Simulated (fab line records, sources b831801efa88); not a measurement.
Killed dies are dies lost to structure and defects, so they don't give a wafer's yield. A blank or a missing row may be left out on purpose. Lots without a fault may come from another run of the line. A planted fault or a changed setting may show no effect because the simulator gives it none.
fab line records | flow sky130
record lots=6 wafers=18 last_day=50
route steps=708 shown METAL5@671 PASSIVATION@681 PAD_OPEN@694
lots that met no fault: from a run of the same line without faults
start_h: hours from the record's first day to the start of the lot's first wafer shown | wait_h: hours since the lot's step before | " the same as in the row above | L1.1+2: a row that stands for several wafers | - no value, or no start given | * or withheld: withheld | < > ~ a bound
route shown NAME@n: a module of which the file shows steps, and the number in the route of the first | usual: mean/standard deviation of fault-free wafers | same: alike in all rows | chamber/n: place in a boat | sites: the reading at each site | _std_site: their standard deviation | _edge_site: outer sites' mean less inner sites' | radius_mm: how far each site lies from the wafer's centre | mask NAME#n: copy n | behind: the tool/chamber that last shaped the wafer | hold: why the lot was held/for how many hours/how that ended | device: the transistor (n, p or np) that didn't switch | end of line: the same wafers' tests at the end of the route | a step without rows: its recipe alone | killed: dies lost to structure and defects at the first sort, not the wafer's yield | map: a wafer's dies, x killed, . not, _ none there
set.NAME: the setting as run; set.NAME@STEP: as run at that earlier step | model.NAME: the simulator's own value behind a step, which no gauge read
lots at some steps of the route; a table a step, a row a wafer
services: from which hour (start_h, from the record's first day; less than 0 if before it) a tool's chamber was out of use, for how many hours, and why
## steps
# step SKY_METAL5_SOFTBAKE_10
# recipe temp_c=90 time_s=60 resist=NOVOLAK
# step SKY_METAL5_EXPOSE_11
# recipe mask_id=MM5 na=0.6 source_shape=conventional sigma_outer=0.6 polarization=unpolarized target_cd_nm=1600 dose_mj=190
# step SKY_METAL5_PEB_12
# recipe temp_c=withheld time_s=* resist=NOVOLAK
# step SKY_METAL5_DEVELOP_13
# recipe resist=NOVOLAK developer=TMAH develop_time_s=60 dev_temp_c=23
# step SKY_METAL5_DESCUM_14
# recipe chemistry=O2 source_power_w=150 bias_power_w=0 pressure_mtorr=10 temp_c=40 time_s=11
# usual drypump_motor_current_A=5.4/0.46 oes_product_au=0.998/0.011 rf_fwd_power_W=147.3/0.68
# same time_s=11
# columns lot.wafer tool chamber start_h wait_h drypump_motor_current_A oes_product_au rf_fwd_power_W rf_hours_counter_h
L265.1 rie_metal-03 0 1057.76 0.1 5.6 1.013 146.8 8
L265.2 " 1 " " 4.7 0.995 148.2 15
L265.6 " 1 " " 4.7 0.990 147.3 -
L270.3 rie_metal-03 1 1084.75 0.1 4.7 0.996 146.8 -
L270.4 " 0 " " 5.6 1.010 147.4 -
L270.5 " 1 " " 4.7 1.000 146.7 -
L272.2 rie_metal-03 0 1096.82 0.1 5.6 1.011 147.8 11
L272.3 " 0 " " 5.7 1.010 148.7 -
L272.4 " 1 " " 4.7 1.002 147.0 -
L274.2 rie_metal-01 0 1106.39 0.1 6.0 0.992 147.3 21
L274.4 " 1 " " 5.3 0.982 146.8 -
L274.5 " 1 " " 5.3 0.990 146.1 -
L280.2 rie_metal-01 1 1155.72 0.1 5.3 0.992 146.5 24
L280.4 " 0 " " 6.0 0.995 148.1 -
L280.6 " 0 " " 5.9 0.989 148.3 -
L282.1 rie_metal-02 1 1158.09 0.1 6.1 1.002 145.7 25
L282.3 " 0 " " 5.0 1.007 147.5 -
L282.5 " 0 " " 5.0 1.009 148.7 -
# step SKY_METAL5_METAL_ETCH_15
# recipe target_depth_a=12600 stop_on=SiO2 over_etch_frac=0.2 time_s=252 chemistry=Cl2/BCl3 resist_sidewall_deg=86 pressure_mtorr=10 icp_w=900 bias_w=48.5 Cl2_flow_sccm=60 bcl3_flow_sccm=30
# usual drypump_motor_current_A=5.4/0.46 oes_product_au=0.894/0.005 rf_fwd_power_W=897.8/2.7 throttle_valve_pct=22.265/0.0089
# same time_s=252
# columns lot.wafer tool chamber start_h wait_h drypump_motor_current_A oes_product_au rf_fwd_power_W rf_hours_counter_h throttle_valve_pct
L265.1 rie_metal-03 0 1057.80 0.0 5.7 0.896 900.8 8 22.261
L265.2 " 1 " " 4.7 0.900 897.8 15 22.270
L265.6 " 1 " " 4.7 0.896 898.5 - 22.264
L270.3 rie_metal-03 1 1084.86 0.1 4.7 0.888 896.9 - 22.269
L270.4 " 0 " " 5.7 0.900 898.7 - 22.253
L270.5 " 1 " " 4.7 0.896 898.8 - 22.258
L272.2 rie_metal-03 0 1096.86 0.0 5.6 0.890 897.6 11 22.264
L272.3 " 0 " " 5.6 0.891 896.7 - 22.268
L272.4 " 1 " " 4.7 0.888 897.0 - 22.245
L274.2 rie_metal-01 0 1106.43 0.0 5.9 0.889 899.3 21 22.246
L274.4 " 1 " " 5.4 0.898 900.7 - 22.264
L274.5 " 1 " " 5.3 0.891 897.2 - 22.259
L280.2 rie_metal-01 1 1155.76 0.0 5.4 0.891 899.1 24 22.266
L280.4 " 0 " " 5.9 0.890 898.2 - 22.273
L280.6 " 0 " " 5.9 0.893 901.0 - 22.271
L282.1 rie_metal-02 1 1158.13 0.0 6.1 0.893 893.2 25 22.271
L282.3 " 0 " " 5.0 0.894 894.0 - 22.262
L282.5 " 0 " " 5.0 0.901 901.6 - 22.272
# step SKY_METAL5_STRIP_16
# recipe chemistry=O2/N2 power_w=1400 pressure_mtorr=1500 platen_temp_c=withheld o2_flow_sccm=3000 n2_flow_sccm=300 overash_fraction=0.5
# usual drypump_motor_current_A=5.7/0.54 oes_product_au=0.710/0.0047 strip_time_to_endpoint_s=13.08/0.15
# columns lot.wafer tool chamber start_h wait_h drypump_motor_current_A oes_product_au rf_hours_counter_h strip_time_to_endpoint_s
L265.1 plasma_asher-04 0 1058.03 0.2 6.0 0.710 63 12.77
L265.2 " 1 " " 5.3 0.714 63 13.05
L265.6 " 1 " " 5.3 0.715 - 12.97
L270.3 plasma_asher-01 1 1085.05 0.1 4.8 0.713 - 13.10
L270.4 " 0 " " 6.3 0.707 - 13.03
L270.5 " 0 " " 6.3 0.706 - 13.18
L272.2 plasma_asher-04 0 1097.09 0.2 6.0 0.713 68 12.96
L272.3 " 0 " " 6.0 0.705 - 12.84
L272.4 " 1 " " 5.4 0.705 - 13.10
L274.2 plasma_asher-01 0 1106.66 0.2 6.3 0.709 33 12.97
L274.4 " 0 " " 6.3 0.709 - 13.10
L274.5 " 1 " " 4.8 0.708 - 13.21
L280.2 plasma_asher-04 1 1155.99 0.2 5.4 0.704 73 13.36
L280.4 " 0 " " 6.0 0.709 - 13.28
L280.6 " 0 " " 6.0 0.709 - 13.28
L282.1 plasma_asher-04 1 1158.36 0.2 5.3 0.711 73 13.01
L282.3 " 1 " " 5.4 0.700 - 12.93
L282.5 " 1 " " 5.4 0.703 - 12.90
# step SKY_METAL5_STRIP_17
# recipe chemistry=post_etch_residue_remover time_s=1200 temp_c=72.5
# step SKY_METAL5_CLEAN_18
# recipe chemistry=IPA time_s=180 temp_c=25
# step SKY_METAL5_CLEAN_19
# recipe chemistry=O3/DIW dry=n2_spin
# step SKY_PASSIVATION_CVD_00
# recipe material=SiO2 target_thk_nm=90 temp_c=400 time_s=withheld rf_w=600
# usual heater_power_outer_w=379/58 heater_power_w=635/92 rf_fwd_power_W=589/3.3
# columns lot.wafer tool chamber start_h wait_h heater_power_outer_w heater_power_w rf_fwd_power_W
L265.1 pecvd-02 1 1058.65 0.0 378 715 590
L265.2 " 0 " " 414 683 593
L265.6 " 0 " " 422 665 590
L270.3 pecvd-03 2 1085.67 0.0 368 596 588
L270.4 " 0 " " 452 807 590
L270.5 " 2 " " 373 611 587
L272.2 pecvd-04 1 1097.68 0.0 365 594 591
L272.3 " 2 " " 404 632 583
L272.4 " 2 " " 407 658 584
L274.2 pecvd-04 0 1107.25 0.0 309 529 591
L274.4 " 2 " " 325 536 585
L274.5 " 0 " " 303 530 591
L280.2 pecvd-04 1 1156.63 0.0 344 573 591
L280.4 " 0 " " 329 555 593
L280.6 " 1 " " 354 587 593
L282.1 pecvd-04 2 1159.00 0.0 393 648 586
L282.3 " 1 " " 311 521 589
L282.5 " 2 " " 411 656 585
# step SKY_PASSIVATION_THK_MEAS_01
# recipe reads=SiO2_of_PASSIVATION_CVD_00
# usual PASSIVATION_CVD_00_THK=90.1/1.2
# columns lot.wafer tool chamber start_h wait_h PASSIVATION_CVD_00_THK[nm]
L265.1 film_metro-02 - 1058.67 - 89.7
L265.2 " - " " 89.9
L265.6 " - " " 91.1
L270.3 film_metro-02 - 1085.72 - 90.5
L270.4 " - " " 89.5
L270.5 " - " " 91.5
L272.2 film_metro-01 - 1097.71 - 90.4
L272.3 " - " " 89.2
L272.4 " - " " 90.4
L274.2 film_metro-03 - 1107.29 - 90.1
L274.4 " - " " 90.4
L274.5 " - " " 90.1
L280.2 film_metro-02 - 1156.66 - 89.4
L280.4 " - " " 90.2
L280.6 " - " " 91.5
L282.1 film_metro-01 - 1159.03 - 89.8
L282.3 " - " " 89.1
L282.5 " - " " 90.9
# step SKY_PASSIVATION_CVD_02
# recipe material=Si3N4 target_thk_nm=540 temp_c=400 time_s=withheld rf_w=450
# usual heater_power_outer_w=437/63 heater_power_w=712/90 rf_fwd_power_W=449.3/1.4
# columns lot.wafer tool chamber start_h wait_h heater_power_outer_w heater_power_w rf_fwd_power_W model.Si3N4_of_PASSIVATION_CVD_02.thk_nm
L265.1 pecvd-03 0 1058.73 0.1 450 816 448.6 537.4
L265.2 " 1 " " 452 686 447.4 541.5
L265.6 " 1 " " 495 733 450.0 547.6
L270.3 pecvd-02 1 1085.76 0.0 388 719 451.8 537.3
L270.4 " 2 " " 427 717 449.9 545.7
L270.5 " 1 " " 420 762 450.9 543.9
L272.2 pecvd-02 0 1097.76 0.0 440 714 448.4 528.8
L272.3 " 1 " " 460 818 266.6 454
L272.4 " 1 " " 489 864 270.0 460.8
L274.2 pecvd-02 1 1107.34 0.0 469 829 269.4 453.7
L274.4 " 0 " " 481 761 452.0 542.3
L274.5 " 2 " " 446 739 449.2 533.9
L280.2 pecvd-03 1 1156.71 0.0 448 692 448.9 539.4
L280.4 " 2 " " 442 709 449.6 544.4
L280.6 " 0 " " 480 835 449.2 548.6
L282.1 pecvd-03 2 1159.09 0.1 421 669 450.1 534
L282.3 " 1 " " 533 806 448.7 538.4
L282.5 " 2 " " 447 694 448.0 536.4
# step SKY_PASSIVATION_THK_MEAS_03
# recipe reads=Si3N4_of_PASSIVATION_CVD_02
# usual PASSIVATION_CVD_02_THK=540/7.6
# columns lot.wafer tool chamber start_h wait_h PASSIVATION_CVD_02_THK[nm]
L265.1 film_metro-01 - 1058.96 - 537
L265.2 " - " " 542
L265.6 " - " " 548
L270.3 film_metro-03 - 1086.00 - 537
L270.4 " - " " 546
L270.5 " - " " 544
L272.2 film_metro-01 - 1098.00 - 529
L272.3 " - " " 454
L272.4 " - " " 461
L274.2 film_metro-03 - 1107.57 - 454
L274.4 " - " " 542
L274.5 " - " " 534
L280.2 film_metro-01 - 1156.95 - 540
L280.4 " - " " 544
L280.6 " - " " 548
L282.1 film_metro-02 - 1159.32 - 534
L282.3 " - " " 539
L282.5 " - " " 536
# step SKY_PASSIVATION_DEHYDRATE_04
# recipe temp_c=200 time_s=60
# step SKY_PASSIVATION_HMDS_05
# recipe prime_time_s=60 prime_temp_c=120
# step SKY_PASSIVATION_COAT_06
# recipe spin_rpm=2000 resist_thk_nm=3000
# step SKY_PASSIVATION_SOFTBAKE_07
# recipe temp_c=110 time_s=withheld
# step SKY_PASSIVATION_EXPOSE_08
# recipe mask_id=NSM target_cd_nm=3000 na=0.57 dose_mj=260
# step SKY_PASSIVATION_PEB_09
# recipe temp_c=115 time_s=withheld
# step SKY_PASSIVATION_DEVELOP_10
# recipe develop_time_s=60 dev_temp_c=23
# step SKY_PASSIVATION_ETCH_11
# recipe chemistry=CF4/O2 target_depth_nm=725 stop_on=AlCu source_w=800 bias_w=150 pressure_mtorr=150 cf4_flow_sccm=80 O2_flow_sccm=10 time_s=161.1
# usual O2_flow_sccm=10.01/0.03 drypump_motor_current_A=5.8/0.34 oes_product_au=0.977/0.0074 rf_fwd_power_W=796.9/2.6 throttle_valve_pct=5.963/0.0093
# same time_s=161.1
# columns lot.wafer tool chamber start_h wait_h O2_flow_sccm drypump_motor_current_A oes_product_au rf_fwd_power_W rf_hours_counter_h throttle_valve_pct model.etch.depth_nm model.PASSIVATION.feature_depth_nm
L265.1 rie_diel-01 1 1079.99 - 10.01 5.7 0.978 794.3 23 5.967 702.2 702.2
L265.2 " 0 " " 10.01 5.4 0.976 798.2 10 5.956 704.3 704.3
L265.6 " 0 " " 10.02 5.4 0.982 796.4 - 5.968 713.8 713.8
L270.3 rie_diel-01 3 1106.09 - 10.05 6.2 0.974 792.3 18 5.972 701.8 701.8
L270.4 " 0 " " 10.02 5.4 0.978 798.0 11 5.965 708.5 708.5
L270.5 " 2 " " 10.07 6.0 0.983 797.2 - 5.960 709.1 709.1
L272.2 rie_diel-01 0 1117.84 - 9.99 5.4 0.975 797.0 11 5.968 695.1 695.1
L272.3 " 2 " " 9.98 6.0 0.903 796.9 14 5.927 619.1 619.1
L272.4 " 3 " " 9.95 6.2 0.916 794.9 18 5.936 626.9 626.9
L274.2 rie_diel-02 1 1126.92 - 10.03 6.1 0.912 796.2 29 5.950 619.3 619.3
L274.4 " 1 " " 10.05 6.1 0.981 794.6 - 5.967 706.8 706.8
L274.5 " 3 " " 10.03 5.9 0.973 796.8 - 5.956 698.9 698.9
L280.2 rie_diel-03 1 1174.07 - 10.01 4.9 0.976 795.8 24 5.965 704.2 704.2
L280.4 " 3 " " 10.00 6.1 0.984 792.6 2 5.958 710.3 710.3
L280.6 " 2 " " 10.01 5.7 0.979 794.3 - 5.967 710 710
L282.1 rie_diel-01 3 1176.84 - 10.00 6.2 0.972 795.5 20 5.962 698.9 698.9
L282.3 " 2 " " 9.94 6.0 0.979 797.3 16 5.967 701.5 701.5
L282.5 " 0 " " 10.02 5.4 0.986 796.0 - 5.954 702 702
# step SKY_PASSIVATION_STRIP_12
# recipe chemistry=O2/N2 power_w=1400 pressure_mtorr=1500 platen_temp_c=withheld overash_fraction=0.7 o2_flow_sccm=3000 n2_flow_sccm=300
# usual drypump_motor_current_A=5.7/0.47 oes_product_au=0.661/0.0048 strip_time_to_endpoint_s=31.50/0.14
# columns lot.wafer tool chamber start_h wait_h drypump_motor_current_A oes_product_au rf_hours_counter_h strip_time_to_endpoint_s
L265.1 plasma_asher-01 0 1080.15 0.1 6.3 0.659 31 31.51
L265.2 " 1 " " 4.8 0.660 31 31.47
L265.6 " 0 " " 6.3 0.664 - 31.37
L270.3 plasma_asher-04 0 1106.23 0.1 6.0 0.666 - 31.23
L270.4 " 1 " " 5.4 0.659 - 31.05
L270.5 " 0 " " 6.0 0.662 - 31.26
L272.2 plasma_asher-04 0 1117.94 0.1 6.0 0.655 70 31.56
L272.3 " 0 " " 6.0 0.664 - 31.46
L272.4 " 1 " " 5.4 0.666 - 31.60
L274.2 plasma_asher-04 0 1127.08 0.1 6.0 0.656 71 31.42
L274.4 " 1 " " 5.4 0.662 - 31.36
L274.5 " 1 " " 5.4 0.663 - 31.53
L280.2 plasma_asher-02 1 1174.18 0.1 5.6 0.666 11 31.59
L280.4 " 1 " " 5.6 0.653 - 31.62
L280.6 " 0 " " 6.2 0.665 - 31.66
L282.1 plasma_asher-04 1 1176.94 0.1 5.4 0.663 75 31.69
L282.3 " 0 " " 6.0 0.663 - 31.64
L282.5 " 1 " " 5.4 0.659 - 31.48
# step SKY_PAD_OPEN_DEHYDRATE_00
# recipe temp_c=200 time_s=60
# step SKY_PAD_OPEN_HMDS_01
# recipe prime_time_s=60 prime_temp_c=120
# step SKY_PAD_OPEN_COAT_02
# recipe spin_rpm=2000 resist_thk_nm=3000
# step SKY_PAD_OPEN_SOFTBAKE_03
# recipe temp_c=110 time_s=withheld
# step SKY_PAD_OPEN_EXPOSE_04
# recipe mask_id=PDM target_cd_nm=60000 na=0.57 dose_mj=260
# step SKY_PAD_OPEN_PEB_05
# recipe temp_c=115 time_s=withheld
# step SKY_PAD_OPEN_DEVELOP_06
# recipe develop_time_s=60 dev_temp_c=23
# step SKY_PAD_OPEN_ETCH_07
# recipe chemistry=CF4/O2 target_depth_nm=725 stop_on=AlCu source_w=800 bias_w=150 pressure_mtorr=150 cf4_flow_sccm=80 O2_flow_sccm=10 time_s=161.1
# usual O2_flow_sccm=10.00/0.031 drypump_motor_current_A=5.7/0.43 oes_product_au=0.977/0.0075 rf_fwd_power_W=796.3/2.5 throttle_valve_pct=5.964/0.0085
# same time_s=161.1
# columns lot.wafer tool chamber start_h wait_h O2_flow_sccm drypump_motor_current_A oes_product_au rf_fwd_power_W rf_hours_counter_h throttle_valve_pct model.etch.depth_nm model.PAD_OPEN.feature_depth_nm
L265.1 rie_diel-02 3 1100.19 - 9.98 5.9 0.978 796.1 10 5.957 702.2 702.2
L265.2 " 0 " " 9.97 5.8 0.973 797.8 19 5.953 704.3 704.3
L265.6 " 1 " " 10.01 6.1 0.992 798.5 - 5.967 713.8 713.8
L270.3 rie_diel-04 1 1125.59 - 9.97 5.5 0.964 793.9 24 5.981 701.8 701.8
L270.4 " 0 " " 10.01 5.3 0.985 793.3 24 5.956 706.7 706.7
L270.5 " 0 " " 9.97 5.3 0.974 795.8 - 5.962 709.1 709.1
L272.2 rie_diel-03 2 1137.19 - 9.98 5.7 0.970 794.5 17 5.980 695.1 695.1
L272.3 " 0 " " 10.02 6.5 0.905 798.3 8 5.939 619.1 619.1
L272.4 " 3 " " 9.99 6.1 0.912 795.5 0 5.936 626.9 626.9
L274.2 rie_diel-03 3 1145.59 - 10.04 6.1 0.908 793.6 1 5.949 619.3 619.3
L274.4 " 2 " " 10.00 5.7 0.975 793.8 - 5.959 706.8 706.8
L274.5 " 3 " " 10.05 6.1 0.975 794.5 - 5.956 698.9 698.9
L280.2 rie_diel-03 3 1190.44 - 9.97 6.1 0.977 792.0 3 5.953 704.2 704.2
L280.4 " 2 " " 10.00 5.7 0.980 796.8 - 5.957 710.5 710.5
L280.6 " 0 " " 10.02 6.5 0.993 795.5 - 5.953 715.7 715.7
L282.1 rie_diel-02 3 1193.14 - 9.98 5.9 0.976 798.4 15 5.936 698.9 698.9
L282.3 " 2 " " 10.07 5.9 0.984 796.5 11 5.958 701.5 701.5
L282.5 " 3 " " 9.99 5.9 0.969 794.7 - 5.980 702 702
# step SKY_PAD_OPEN_STRIP_08
# recipe chemistry=O2/N2 power_w=1400 pressure_mtorr=1500 platen_temp_c=withheld overash_fraction=0.7 o2_flow_sccm=3000 n2_flow_sccm=300
# step SKY_PAD_OPEN_STRIP_09
# recipe chemistry=post_etch_residue_remover time_s=1200 temp_c=72.5
# usual bath_heat_duty_pct=14.1/1.2
# same time_s=1200
# columns lot.wafer tool chamber start_h wait_h bath_heat_duty_pct model.Si3N4_of_PASSIVATION_CVD_02.thk_nm
L265.1 wet_bench-01 2 1100.39 0.1 15.1 537.1
L265.2 " 2 " " 14.8 541.1
L265.6 " 2 " " 13.7 547.3
L270.3 wet_bench-03 3 1125.80 0.0 12.1 537
L270.4 " 3 " " 13.3 545.4
L270.5 " 3 " " 12.6 543.5
L272.2 wet_bench-03 0 1137.42 0.1 14.3 528.5
L272.3 " 0 " " 15.3 453.6
L272.4 " 0 " " 16.1 460.5
L274.2 wet_bench-04 0 1145.79 0.1 13.3 453.4
L274.4 " 0 " " 12.6 542
L274.5 " 0 " " 13.3 533.5
L280.2 wet_bench-01 3 1190.65 0.1 13.7 539
L280.4 " 3 " " 12.7 544.1
L280.6 " 3 " " 13.6 548.2
L282.1 wet_bench-01 3 1193.34 0.1 13.7 533.6
L282.3 " 3 " " 12.7 538
L282.5 " 3 " " 13.5 536
# step SKY_PAD_OPEN_CLEAN_10
# recipe chemistry=IPA time_s=180 temp_c=25
# step SKY_PAD_OPEN_PROBE_99
# usual defect_limited_yield=82.6/1.8 killed_at_M0_to_M3=44/6.3 killed_at_M4_up=2.8/1.7 killed_at_contacts=25/5.8 killed_at_front_end=14/4.4 killed_at_other=0.3/0.49 killed_dies=86/8.7 killed_on_rim=17/4.3 killed_open=48/5.8 killed_short=38/6 sort_bin_3_pad_short=0.8/0.39 sort_bin_5_function=10.4/1.4 sort_bin_6_memory=6.2/1.1 sort_n_pass=406/8.7 sort_yield_pct=82.6/1.8
# same gross_dies=492 killed_at_back_side=0 sort_bin_4_leakage[%]=0 sort_bin_8_speed[%]=0
# columns lot.wafer tool chamber start_h wait_h defect_limited_yield[%] killed_at_M0_to_M3 killed_at_M4_up killed_at_contacts killed_at_front_end killed_at_other killed_dies killed_on_rim killed_open killed_short sort_bin_3_pad_short[%] sort_bin_5_function[%] sort_bin_6_memory[%] sort_n_pass sort_yield_pct[%]
L265.1 prober-02 - 1102.50 0.1 85.8 39 1 17 13 0 70 13 45 25 0.8 8.7 4.7 422 85.8
L265.2 prober-02 - 1102.55 0.1 83.5 51 2 13 15 0 81 15 46 35 0.6 9.8 6.1 411 83.5
L265.6 prober-02 - 1102.75 0.2 83.9 39 2 23 15 0 79 6 47 32 0.4 9.6 6.1 413 83.9
L270.3 prober-01 - 1128.02 0.2 81.9 42 3 33 11 0 89 17 53 36 1.0 10.4 6.7 403 81.9
L270.4 prober-01 - 1128.07 0.2 80.9 34 8 38 14 0 94 23 53 41 1.0 12.0 6.1 398 80.9
L270.5 prober-01 - 1128.12 0.2 81.3 48 1 31 12 0 92 18 57 35 0.6 11.8 6.3 400 81.3
L272.2 prober-01 - 1139.58 0.1 81.9 38 2 31 18 0 89 16 55 34 0.6 11.0 6.5 403 81.9
L272.3 prober-01 - 1139.63 0.2 82.7 45 3 23 14 0 85 21 58 27 0.4 11.6 5.3 407 82.7
L272.4 prober-01 - 1139.68 0.2 84.6 44 3 13 16 0 76 16 43 33 1.2 9.8 4.5 416 84.6
L274.2 prober-01 - 1147.96 0.1 80.7 56 3 23 13 0 95 24 57 38 0.2 11.6 7.5 397 80.7
L274.4 prober-01 - 1148.06 0.2 82.1 49 1 28 10 0 88 22 52 36 0.4 12.8 4.7 404 82.1
L274.5 prober-01 - 1148.11 0.2 79.5 52 8 20 20 1 101 19 57 44 1.6 12.8 6.1 391 79.5
L280.2 prober-02 - 1192.82 0.1 83.7 34 2 25 18 1 80 16 46 34 0.8 9.6 5.9 412 83.7
L280.4 prober-02 - 1192.92 0.2 81.7 47 1 29 13 0 90 11 52 38 1.0 11.0 6.3 402 81.7
L280.6 prober-02 - 1193.02 0.2 79.7 42 5 37 15 1 100 15 53 47 1.2 10.2 8.9 392 79.7
L282.1 prober-02 - 1195.46 0.1 82.7 48 2 25 10 0 85 13 43 42 1.4 9.8 6.1 407 82.7
L282.3 prober-02 - 1195.56 0.2 84.3 41 3 19 13 1 77 19 44 33 0.6 7.9 7.1 415 84.3
L282.5 prober-02 - 1195.66 0.2 82.1 45 4 27 12 0 88 27 47 41 1.4 11.6 4.9 404 82.1
# killed by level:class
L265.1 VIA1:geometric_particle:open=9 FIELD_ISO:geometric_particle:open=8 VIA3:geometric_particle:open=7 CONTACT:geometric_particle:open=5 VIA2:geometric_particle:open=5 LI_CONTACT:geometric_particle:short=4 CONTACT:geometric_particle:short=4 METAL1:geometric_particle:short=4
L265.2 VIA1:geometric_particle:open=11 VIA3:geometric_particle:open=9 METAL2:geometric_particle:short=8 VIA2:geometric_particle:open=6 CONTACT:geometric_particle:open=6 FIELD_ISO:geometric_particle:open=5 VIA1:geometric_particle:short=5 METAL1:geometric_particle:short=4
L265.6 CONTACT:geometric_particle:open=9 VIA1:geometric_particle:open=9 METAL2:geometric_particle:short=9 LI_CONTACT:geometric_particle:open=8 FIELD_ISO:geometric_particle:open=7 VIA1:geometric_particle:short=4 FIELD_ISO:geometric_particle:short=3 VIA3:geometric_particle:short=3
L270.3 LI_CONTACT:geometric_particle:open=11 CONTACT:geometric_particle:open=11 VIA3:geometric_particle:open=9 CONTACT:geometric_particle:short=7 VIA1:geometric_particle:open=7 VIA2:geometric_particle:open=6 VIA1:geometric_particle:short=5 METAL1:geometric_particle:short=5
L270.4 LI_CONTACT:geometric_particle:open=15 VIA1:geometric_particle:open=9 CONTACT:geometric_particle:open=8 METAL4:geometric_particle:short=8 CONTACT:geometric_particle:short=7 VIA2:geometric_particle:open=6 VIA3:geometric_particle:open=5 LOCAL_INTERCONNECT:geometric_particle:short=5
L270.5 VIA1:geometric_particle:open=13 CONTACT:geometric_particle:open=11 VIA3:geometric_particle:open=9 CONTACT:geometric_particle:short=6 METAL2:geometric_particle:short=5 LI_CONTACT:geometric_particle:open=5 LOCAL_INTERCONNECT:geometric_particle:short=5 VIA2:geometric_particle:open=5
L272.2 LI_CONTACT:geometric_particle:open=12 VIA1:geometric_particle:open=10 CONTACT:geometric_particle:open=10 VIA2:geometric_particle:open=6 VIA3:geometric_particle:open=6 METAL2:geometric_particle:short=5 CONTACT:geometric_particle:short=5 POLY_GATE:geometric_particle:open=4
L272.3 VIA1:geometric_particle:open=14 CONTACT:geometric_particle:open=10 VIA3:geometric_particle:open=8 LI_CONTACT:geometric_particle:open=5 VIA2:geometric_particle:open=5 METAL3:geometric_particle:short=5 FIELD_ISO:geometric_particle:open=4 CONTACT:geometric_particle:short=4
L272.4 VIA1:geometric_particle:open=14 VIA3:geometric_particle:open=6 VIA2:geometric_particle:open=6 POLY_GATE:geometric_particle:open=5 CONTACT:geometric_particle:short=4 METAL2:geometric_particle:short=4 POLY_GATE:geometric_particle:short=3 VIA1:geometric_particle:short=3
L274.2 VIA1:geometric_particle:open=15 VIA3:geometric_particle:open=11 CONTACT:geometric_particle:open=9 LI_CONTACT:geometric_particle:open=7 VIA1:geometric_particle:short=7 VIA2:geometric_particle:open=6 METAL2:geometric_particle:short=5 METAL1:geometric_particle:short=4
L274.4 VIA1:geometric_particle:open=17 CONTACT:geometric_particle:open=13 VIA3:geometric_particle:open=7 LOCAL_INTERCONNECT:geometric_particle:short=6 METAL2:geometric_particle:short=6 CONTACT:geometric_particle:short=5 VIA1:geometric_particle:short=4 VIA2:geometric_particle:open=4
L274.5 VIA1:geometric_particle:open=17 VIA3:geometric_particle:open=11 POLY_GATE:geometric_particle:short=8 LOCAL_INTERCONNECT:geometric_particle:short=7 VIA3:geometric_particle:short=6 CONTACT:geometric_particle:open=5 FIELD_ISO:geometric_particle:short=4 VIA2:geometric_particle:open=4
L280.2 VIA3:geometric_particle:open=7 LI_CONTACT:geometric_particle:open=7 CONTACT:geometric_particle:open=7 FIELD_ISO:geometric_particle:short=5 VIA1:geometric_particle:open=5 METAL1:geometric_particle:short=5 VIA2:geometric_particle:open=5 SPACER:geometric_particle:open=4
L280.4 LI_CONTACT:geometric_particle:open=10 CONTACT:geometric_particle:open=10 VIA1:geometric_particle:open=8 VIA2:geometric_particle:open=8 METAL2:geometric_particle:short=7 VIA3:geometric_particle:open=7 VIA1:geometric_particle:short=6 FIELD_ISO:geometric_particle:short=4
L280.6 CONTACT:geometric_particle:open=15 CONTACT:geometric_particle:short=10 VIA1:geometric_particle:open=8 LI_CONTACT:geometric_particle:open=7 VIA3:geometric_particle:open=7 VIA1:geometric_particle:short=6 METAL2:geometric_particle:short=6 VIA2:geometric_particle:open=5
L282.1 VIA1:geometric_particle:open=13 CONTACT:geometric_particle:open=9 LOCAL_INTERCONNECT:geometric_particle:short=6 CONTACT:geometric_particle:short=6 METAL2:geometric_particle:short=6 VIA2:geometric_particle:open=5 METAL3:geometric_particle:short=5 LI_CONTACT:geometric_particle:open=4
L282.3 VIA3:geometric_particle:open=9 VIA1:geometric_particle:open=8 VIA2:geometric_particle:open=7 CONTACT:geometric_particle:open=6 LI_CONTACT:geometric_particle:open=5 VIA1:geometric_particle:short=5 POLY_GATE:geometric_particle:short=4 CONTACT:geometric_particle:short=4
L282.5 CONTACT:geometric_particle:open=13 VIA1:geometric_particle:open=9 VIA3:geometric_particle:open=9 CONTACT:geometric_particle:short=7 METAL1:geometric_particle:short=5 VIA1:geometric_particle:short=5 VIA3:geometric_particle:short=5 FIELD_ISO:geometric_particle:short=4
## services
# columns tool chamber start_h hours kind
rie_diel-04 2 1041.05 8.9 repair
wet_bench-01 - 1045.09 2.6 repair
rie_diel-01 - 1046.62 1.4 repair
pecvd-03 - 1048.56 0.9 repair
rie_diel-01 3 1056.66 11.2 repair
plasma_asher-01 - 1060.67 10.2 pm
rie_diel-01 2 1066.76 21.5 repair
rie_diel-01 3 1078.79 4.6 repair
pecvd-04 - 1083.19 2.8 pm
rie_diel-03 0 1087.47 10.1 repair
pecvd-03 - 1093.45 0.9 repair
rie_diel-03 1 1103.44 6.7 repair
rie_metal-01 - 1110.00 2.4 repair
rie_diel-02 0 1113.34 14.6 repair
rie_metal-03 1 1117.64 15.2 repair
rie_diel-02 2 1123.16 4.2 repair
rie_diel-03 - 1128.02 2.8 pm
plasma_asher-04 - 1133.86 5.8 repair
plasma_asher-04 - 1134.26 2.1 repair
rie_diel-03 1 1140.77 6.7 repair
rie_metal-03 1 1156.06 17.8 repair
rie_metal-01 - 1158.43 0.3 repair
pecvd-04 1 1166.62 3.6 repair
wet_bench-03 - 1173.42 1.4 repair
## key
first_sign step=SKY_PASSIVATION_CVD_02 reading=rf_fwd_power_W direction=down sigmas=99+ usual=449.3 struck=268.7
effect step=SKY_PASSIVATION_THK_MEAS_03 reading=PASSIVATION_CVD_02_THK direction=down sigmas=11 usual=540 struck=456
effect step=SKY_PASSIVATION_ETCH_11 reading=oes_product_au direction=down sigmas=9 usual=0.977 struck=0.910
effect step=SKY_PAD_OPEN_ETCH_07 reading=oes_product_au direction=down sigmas=9.2 usual=0.977 struck=0.908
model_effect step=SKY_PASSIVATION_CVD_02 value=Si3N4_of_PASSIVATION_CVD_02.thk_nm without=532.7 struck=456.2
model_effect step=SKY_PASSIVATION_ETCH_11 value=etch.depth_nm without=698.3 struck=621.8
model_effect step=SKY_PAD_OPEN_ETCH_07 value=etch.depth_nm without=698.3 struck=621.8
model_effect step=SKY_PAD_OPEN_STRIP_09 value=Si3N4_of_PASSIVATION_CVD_02.thk_nm without=532.3 struck=455.8
met_at SKY_PASSIVATION_CVD_02
struck_wafers L272.3,L272.4,L274.2
onset_between 1085.76 1097.76
fault kind=process_parameter_drift tool=pecvd-02 chamber=1 onset_h=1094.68 steps=SKY_PASSIVATION_CVD_02 channel=rf_w offset=-180 shape=step end_h=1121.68 acts_in=these_recipes_only stated=450
